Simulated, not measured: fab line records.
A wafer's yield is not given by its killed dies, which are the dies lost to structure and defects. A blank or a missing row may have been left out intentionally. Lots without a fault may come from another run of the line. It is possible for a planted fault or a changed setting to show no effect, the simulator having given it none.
Which tool did it?    flow sky130    Sampling: 24 lots, 72 wafers, 6 of 708 route steps

## WHAT THE GAUGES SHOWED, per wafer
The record holds no reading of a measuring or inspecting step that can be judged against a usual standard deviation.

## WHICH TOOL RAN EACH LOT (tool, then ch and the chambers of the sampled wafers, then the start)
lot   SKY_CONTACT_ETCH_17                 SKY_METAL1_SPUTTER_00         SKY_METAL1_SPUTTER_01         SKY_METAL1_STRIP_20                   SKY_VIA1_STRIP_16                     SKY_METAL3_DESCUM_15
L074  rie-diel-01 ch 1,3, day 32 12:26    pvd-sputter-03, day 32 13:46  pvd-sputter-03, day 32 13:48  plasma-asher-01 ch 0, day 33 18:50    plasma-asher-03 ch 0,1, day 34 23:59  rie-metal-01 ch 0, day 40 00:42
L075  rie-diel-02 ch 0,1,2, day 32 17:29  pvd-sputter-04, day 32 18:49  pvd-sputter-04, day 32 18:51  plasma-asher-02 ch 0,1, day 33 23:20  plasma-asher-01 ch 0,1, day 35 05:08  rie-metal-01 ch 0,1, day 40 05:00
L076  rie-diel-03 ch 2,3, day 33 10:11    pvd-sputter-03, day 33 12:11  pvd-sputter-03, day 33 12:13  plasma-asher-04 ch 0,1, day 34 17:31  plasma-asher-03 ch 0,1, day 35 23:34  rie-metal-01 ch 0,1, day 41 01:55
L077  rie-diel-01 ch 0,3, day 34 01:25    pvd-sputter-03, day 34 02:44  pvd-sputter-03, day 34 02:46  plasma-asher-04 ch 0,1, day 35 08:33  plasma-asher-03 ch 0,1, day 36 15:20  rie-metal-01 ch 0,1, day 41 14:37
L078  rie-diel-01 ch 0,1, day 34 08:23    pvd-sputter-01, day 34 09:49  pvd-sputter-01, day 34 09:51  plasma-asher-01 ch 0,1, day 35 15:22  plasma-asher-01 ch 0,1, day 36 21:49  rie-metal-04 ch 0,1, day 41 21:10
L079  rie-diel-01 ch 0,1,3, day 34 14:47  pvd-sputter-04, day 34 16:10  pvd-sputter-04, day 34 16:11  plasma-asher-01 ch 0,1, day 35 20:58  plasma-asher-01 ch 0,1, day 37 03:41  rie-metal-02 ch 0,1, day 42 02:43
L080  rie-diel-01 ch 0,2,3, day 34 21:20  pvd-sputter-01, day 34 22:41  pvd-sputter-01, day 34 22:43  plasma-asher-02 ch 0,1, day 36 04:17  plasma-asher-03 ch 0,1, day 37 10:29  rie-metal-02 ch 0,1, day 42 07:25
L081  rie-diel-01 ch 0,1,3, day 35 04:35  pvd-sputter-01, day 35 05:56  pvd-sputter-01, day 35 05:57  plasma-asher-04 ch 0,1, day 36 11:26  plasma-asher-03 ch 0,1, day 37 18:09  rie-metal-04 ch 0,1, day 42 15:15
L082  rie-diel-02 ch 0,2,3, day 35 10:17  pvd-sputter-03, day 35 11:40  pvd-sputter-03, day 35 11:41  plasma-asher-04 ch 0,1, day 36 16:56  plasma-asher-01 ch 0,1, day 37 23:47  rie-metal-02 ch 0,1, day 42 18:13
L083  rie-diel-01 ch 1,2, day 35 23:12    pvd-sputter-04, day 36 00:32  pvd-sputter-04, day 36 00:33  plasma-asher-04 ch 0,1, day 37 06:14  plasma-asher-03 ch 0,1, day 38 12:33  rie-metal-04 ch 0,1, day 43 06:03
L084  rie-diel-03 ch 0,2,3, day 36 05:48  pvd-sputter-03, day 36 07:11  pvd-sputter-03, day 36 07:12  plasma-asher-01 ch 0, day 37 12:05    plasma-asher-01 ch 0,1, day 38 18:11  rie-metal-02 ch 0,1, day 43 09:09
L085  rie-diel-02 ch 0,1,2, day 36 19:29  pvd-sputter-04, day 36 20:50  pvd-sputter-04, day 36 20:52  plasma-asher-04 ch 0,1, day 38 01:59  plasma-asher-04 ch 0,1, day 39 08:05  rie-metal-01 ch 0,1, day 43 21:27
L086  rie-diel-01 ch 0,1,2, day 36 20:43  pvd-sputter-03, day 36 22:14  pvd-sputter-03, day 36 22:15  plasma-asher-04 ch 0,1, day 38 03:49  plasma-asher-01 ch 0,1, day 39 10:20  rie-metal-02 ch 0,1, day 43 22:06
L087  rie-diel-01 ch 1,2, day 37 08:15    pvd-sputter-01, day 37 09:45  pvd-sputter-01, day 37 09:46  plasma-asher-01 ch 0,1, day 38 15:54  plasma-asher-01 ch 0,1, day 39 22:10  rie-metal-02 ch 0,1, day 44 08:28
L088  rie-diel-02 ch 1,2,3, day 37 14:02  pvd-sputter-04, day 37 15:22  pvd-sputter-04, day 37 15:24  plasma-asher-02 ch 0,1, day 38 21:08  plasma-asher-01 ch 0,1, day 40 03:19  rie-metal-04 ch 0,1, day 44 12:25
L089  rie-diel-02 ch 0,2, day 37 18:59    pvd-sputter-01, day 37 20:20  pvd-sputter-01, day 37 20:21  plasma-asher-04 ch 0,1, day 39 01:50  plasma-asher-04 ch 0, day 40 07:56    rie-metal-04 ch 0,1, day 44 17:51
L090  rie-diel-03 ch 1,3, day 38 08:14    pvd-sputter-03, day 38 09:34  pvd-sputter-03, day 38 09:36  plasma-asher-02 ch 0,1, day 39 15:51  plasma-asher-04 ch 0,1, day 40 21:32  rie-metal-04 ch 0,1, day 45 03:51
L091  rie-diel-02 ch 0,3, day 38 22:33    pvd-sputter-04, day 38 23:53  pvd-sputter-04, day 38 23:55  plasma-asher-01 ch 0,1, day 40 05:14  plasma-asher-03 ch 0,1, day 41 10:11  rie-metal-01 ch 0, day 45 14:52
L093  rie-diel-01 ch 2,3, day 39 07:53    pvd-sputter-03, day 39 09:13  pvd-sputter-03, day 39 09:15  plasma-asher-01 ch 0,1, day 40 14:20  plasma-asher-01 ch 0,1, day 41 18:14  rie-metal-01 ch 0,1, day 45 21:19
L092  rie-diel-03 ch 1,3, day 39 09:35    pvd-sputter-03, day 39 10:55  pvd-sputter-03, day 39 10:57  plasma-asher-01 ch 0,1, day 40 15:59  plasma-asher-01 ch 0,1, day 41 20:02  rie-metal-04 ch 0,1, day 46 00:33
L094  rie-diel-02 ch 0,2,3, day 39 15:14  pvd-sputter-01, day 39 16:37  pvd-sputter-01, day 39 16:38  plasma-asher-02 ch 0,1, day 40 21:17  plasma-asher-01 ch 0,1, day 42 00:42  rie-metal-01 ch 0, day 46 04:07
L095  rie-diel-02 ch 0,2,3, day 40 00:41  pvd-sputter-01, day 40 02:02  pvd-sputter-01, day 40 02:03  plasma-asher-04 ch 0,1, day 41 06:20  plasma-asher-03 ch 0,1, day 42 08:50  rie-metal-04 ch 0,1, day 46 12:13
L096  rie-diel-03 ch 0,3, day 40 06:29    pvd-sputter-04, day 40 07:52  pvd-sputter-04, day 40 07:53  plasma-asher-02 ch 0,1, day 41 11:38  plasma-asher-03 ch 0,1, day 42 14:11  rie-metal-04 ch 0,1, day 46 15:22
L097  rie-diel-03 ch 0,1,2, day 40 13:17  pvd-sputter-04, day 40 14:40  pvd-sputter-04, day 40 14:41  plasma-asher-04 ch 0,1, day 41 17:26  plasma-asher-01 ch 1, day 42 18:39    rie-metal-04 ch 0,1, day 46 19:09
- SKY_CONTACT_ETCH_17: etches SiO2 in C4F8/O2/Ar, stops on Si3N4, target depth 340 nm.
- SKY_METAL1_SPUTTER_00: material Ti, target thk 15 nm, time 10 s.
- SKY_METAL1_SPUTTER_01: material TiN, target thk 20 nm, time 16.7 s.
- SKY_METAL1_STRIP_20: strips in O2/N2.
- SKY_VIA1_STRIP_16: strips in O2/N2.
- SKY_METAL3_DESCUM_15: chemistry O2, time 8 s.

## AS READ BY THE TOOLS THEMSELVES (means over the sampled wafers that have a number; for cases with no such wafer, the mark the record gives instead)
SKY_CONTACT_ETCH_17. Usual: oes-product-au at 0.892 a.u., with a standard deviation of 0.0046.
lot   tool         oes-product-au (a.u.)  flag
L074  rie-diel-01  0.893                  
L075  rie-diel-02  0.891                  
L076  rie-diel-03  0.891                  
L077  rie-diel-01  0.892                  
L078  rie-diel-01  0.891                  
L079  rie-diel-01  0.893                  
L080  rie-diel-01  0.892                  
L081  rie-diel-01  0.892                  
L082  rie-diel-02  0.890                  
L083  rie-diel-01  0.890                  
L084  rie-diel-03  0.894                  
L085  rie-diel-02  0.894                  
L086  rie-diel-01  0.892                  
L087  rie-diel-01  0.887                  
L088  rie-diel-02  0.896                  
L089  rie-diel-02  0.892                  
L090  rie-diel-03  0.894                  
L091  rie-diel-02  0.891                  
L093  rie-diel-01  0.893                  
L092  rie-diel-03  0.891                  
L094  rie-diel-02  0.889                  
L095  rie-diel-02  0.889                  
L096  rie-diel-03  0.893                  
L097  rie-diel-03  0.895                  

SKY_METAL1_SPUTTER_00. Usual: cathode-dc-power-W 3000.0 W, standard deviation 0.53; throttle-valve-pct 30.0 %, standard deviation 0.87.
lot   tool            cathode-dc-power-W (W)  throttle-valve-pct (%)  flag
L074  pvd-sputter-03  3000.2                  29.6                    
L075  pvd-sputter-04  3000.1                  30.3                    
L076  pvd-sputter-03  3000.4                  29.5                    
L077  pvd-sputter-03  2999.6                  29.8                    
L078  pvd-sputter-01  3000.1                  30.2                    
L079  pvd-sputter-04  3000.0                  30.4                    
L080  pvd-sputter-01  3000.5                  30.0                    
L081  pvd-sputter-01  3000.2                  29.6                    
L082  pvd-sputter-03  2999.8                  29.7                    
L083  pvd-sputter-04  3000.1                  30.4                    
L084  pvd-sputter-03  2999.7                  30.4                    
L085  pvd-sputter-04  3000.3                  30.3                    
L086  pvd-sputter-03  2999.9                  30.3                    
L087  pvd-sputter-01  3000.3                  30.0                    
L088  pvd-sputter-04  3000.1                  30.4                    
L089  pvd-sputter-01  3000.1                  30.1                    
L090  pvd-sputter-03  2999.9                  30.2                    
L091  pvd-sputter-04  2999.9                  30.1                    
L093  pvd-sputter-03  3000.3                  29.6                    
L092  pvd-sputter-03  2999.9                  29.5                    
L094  pvd-sputter-01  3000.1                  29.7                    
L095  pvd-sputter-01  3000.1                  30.0                    
L096  pvd-sputter-04  3000.4                  30.7                    
L097  pvd-sputter-04  2999.9                  30.0                    

SKY_METAL1_SPUTTER_01. Usual: cathode-dc-power-W 6499.9 W, standard deviation 1.2; throttle-valve-pct 30.1 %, standard deviation 0.87.
lot   tool            cathode-dc-power-W (W)  throttle-valve-pct (%)  flag
L074  pvd-sputter-03  6499.9                  29.7                    
L075  pvd-sputter-04  6500.4                  30.2                    
L076  pvd-sputter-03  6499.6                  29.6                    
L077  pvd-sputter-03  6499.8                  29.9                    
L078  pvd-sputter-01  6499.7                  30.1                    
L079  pvd-sputter-04  6499.7                  30.2                    
L080  pvd-sputter-01  6501.0                  30.1                    
L081  pvd-sputter-01  6499.7                  30.0                    
L082  pvd-sputter-03  6500.5                  29.6                    
L083  pvd-sputter-04  6500.4                  30.5                    
L084  pvd-sputter-03  6499.5                  30.7                    
L085  pvd-sputter-04  6500.6                  30.5                    
L086  pvd-sputter-03  6499.5                  30.4                    
L087  pvd-sputter-01  6499.4                  30.0                    
L088  pvd-sputter-04  6499.9                  30.2                    
L089  pvd-sputter-01  6500.0                  29.9                    
L090  pvd-sputter-03  6500.3                  30.2                    
L091  pvd-sputter-04  6499.4                  30.3                    
L093  pvd-sputter-03  6500.4                  29.5                    
L092  pvd-sputter-03  6500.8                  29.2                    
L094  pvd-sputter-01  6499.9                  29.9                    
L095  pvd-sputter-01  6501.1                  30.0                    
L096  pvd-sputter-04  6500.5                  30.6                    
L097  pvd-sputter-04  6500.3                  29.9                    

SKY_METAL1_STRIP_20. Usual: drypump-motor-current-A 5.88 A, standard deviation 0.17; oes-product-au 0.344 a.u., standard deviation 0.005; strip-time-to-endpoint-s 2.73 s, standard deviation 0.048.
lot   tool             drypump-motor-current-A (A)  oes-product-au (a.u.)  strip-time-to-endpoint-s (s)  flag
L074  plasma-asher-01  5.84                         0.346                  2.74                          
L075  plasma-asher-02  5.69                         0.347                  2.79                          
L076  plasma-asher-04  5.84                         0.345                  2.68                          
L077  plasma-asher-04  5.94                         0.342                  2.67                          
L078  plasma-asher-01  5.87                         0.345                  2.68                          
L079  plasma-asher-01  5.96                         0.345                  2.70                          
L080  plasma-asher-02  5.72                         0.346                  2.74                          
L081  plasma-asher-04  5.94                         0.343                  2.73                          
L082  plasma-asher-04  5.94                         0.350                  2.78                          
L083  plasma-asher-04  5.84                         0.344                  2.75                          
L084  plasma-asher-01  5.83                         0.339                  2.69                          
L085  plasma-asher-04  5.95                         0.346                  2.70                          
L086  plasma-asher-04  5.93                         0.343                  2.74                          
L087  plasma-asher-01  5.96                         0.345                  2.74                          
L088  plasma-asher-02  5.73                         0.344                  2.80                          
L089  plasma-asher-04  5.82                         0.343                  2.80                          
L090  plasma-asher-02  5.86                         0.342                  2.75                          
L091  plasma-asher-01  5.97                         0.344                  2.71                          
L093  plasma-asher-01  5.90                         0.344                  2.72                          
L092  plasma-asher-01  6.00                         0.339                  2.69                          
L094  plasma-asher-02  5.86                         0.349                  2.80                          
L095  plasma-asher-04  5.83                         0.348                  2.77                          
L096  plasma-asher-02  5.87                         0.343                  2.68                          
L097  plasma-asher-04  5.82                         0.343                  2.75                          

SKY_VIA1_STRIP_16. Usual: drypump-motor-current-A 5.9 A, standard deviation 0.53; oes-product-au 0.416 a.u., standard deviation 0.0052; strip-time-to-endpoint-s 4.450 s, standard deviation 0.022.
lot   tool             drypump-motor-current-A (A)  oes-product-au (a.u.)  strip-time-to-endpoint-s (s)  flag
L074  plasma-asher-03  6.1                          0.410                  4.470                         
L075  plasma-asher-01  6.0                          0.416                  4.437                         
L076  plasma-asher-03  6.1                          0.414                  4.448                         
L077  plasma-asher-03  6.1                          0.414                  4.442                         
L078  plasma-asher-01  5.9                          0.411                  4.469                         
L079  plasma-asher-01  6.0                          0.420                  4.435                         
L080  plasma-asher-03  5.6                          0.413                  4.444                         
L081  plasma-asher-03  5.6                          0.409                  4.429                         
L082  plasma-asher-01  5.9                          0.415                  4.446                         
L083  plasma-asher-03  6.1                          0.419                  4.446                         
L084  plasma-asher-01  5.9                          0.419                  4.442                         
L085  plasma-asher-04  5.8                          0.414                  4.427                         
L086  plasma-asher-01  5.9                          0.413                  4.438                         
L087  plasma-asher-01  6.0                          0.419                  4.477                         
L088  plasma-asher-01  6.0                          0.417                  4.450                         
L089  plasma-asher-04  6.0                          0.416                  4.463                         
L090  plasma-asher-04  5.9                          0.423                  4.463                         
L091  plasma-asher-03  5.6                          0.412                  4.419                         
L093  plasma-asher-01  5.9                          0.418                  4.438                         
L092  plasma-asher-01  5.9                          0.413                  4.440                         
L094  plasma-asher-01  5.9                          0.417                  4.465                         
L095  plasma-asher-03  6.2                          0.416                  4.469                         
L096  plasma-asher-03  5.6                          0.414                  4.458                         
L097  plasma-asher-01  6.0                          0.414                  4.452                         

SKY_METAL3_DESCUM_15. Usual: drypump-motor-current-A 5.8 A, standard deviation 0.34; oes-product-au 1.002 a.u., standard deviation 0.0093.
lot   tool          drypump-motor-current-A (A)  oes-product-au (a.u.)  flag
L074  rie-metal-01  5.2                          0.999                  
L075  rie-metal-01  5.5                          0.995                  
L076  rie-metal-01  5.8                          0.992                  
L077  rie-metal-01  5.5                          0.992                  
L078  rie-metal-04  5.9                          1.010                  
L079  rie-metal-02  6.0                          1.014                  
L080  rie-metal-02  6.0                          1.019                  
L081  rie-metal-04  6.0                          1.001                  
L082  rie-metal-02  5.9                          1.005                  
L083  rie-metal-04  6.0                          1.003                  
L084  rie-metal-02  6.0                          1.007                  
L085  rie-metal-01  5.5                          1.000                  
L086  rie-metal-02  6.0                          1.009                  
L087  rie-metal-02  5.9                          1.003                  
L088  rie-metal-04  6.0                          0.996                  
L089  rie-metal-04  6.0                          0.996                  
L090  rie-metal-04  5.9                          1.004                  
L091  rie-metal-01  5.2                          1.006                  
L093  rie-metal-01  5.8                          1.001                  
L092  rie-metal-04  5.9                          1.013                  
L094  rie-metal-01  5.2                          1.002                  
L095  rie-metal-04  5.9                          1.006                  
L096  rie-metal-04  6.0                          1.001                  
L097  rie-metal-04  6.0                          1.002                  

## THE ANSWER, worked out from the rows above alone
Rule: a lot is off if the mean of its wafers that have a number lies more than 3 standard deviations from the usual mean. Also off: a lot with no number at a reading for which 4 or more lots have one. The other lots that the step has rows for count as sound. Order of review: gauges by route order, followed by the tools' own readings, for which a lot's mean as printed above is used. The first step at which some lot is off is used, and at that step the reading that is off furthest; a lot without a number counts as furthest.
Across all readings shown, no lot is off: no conclusion can be drawn from this.

## WHAT WAS PUT IN BY THE SIMULATOR
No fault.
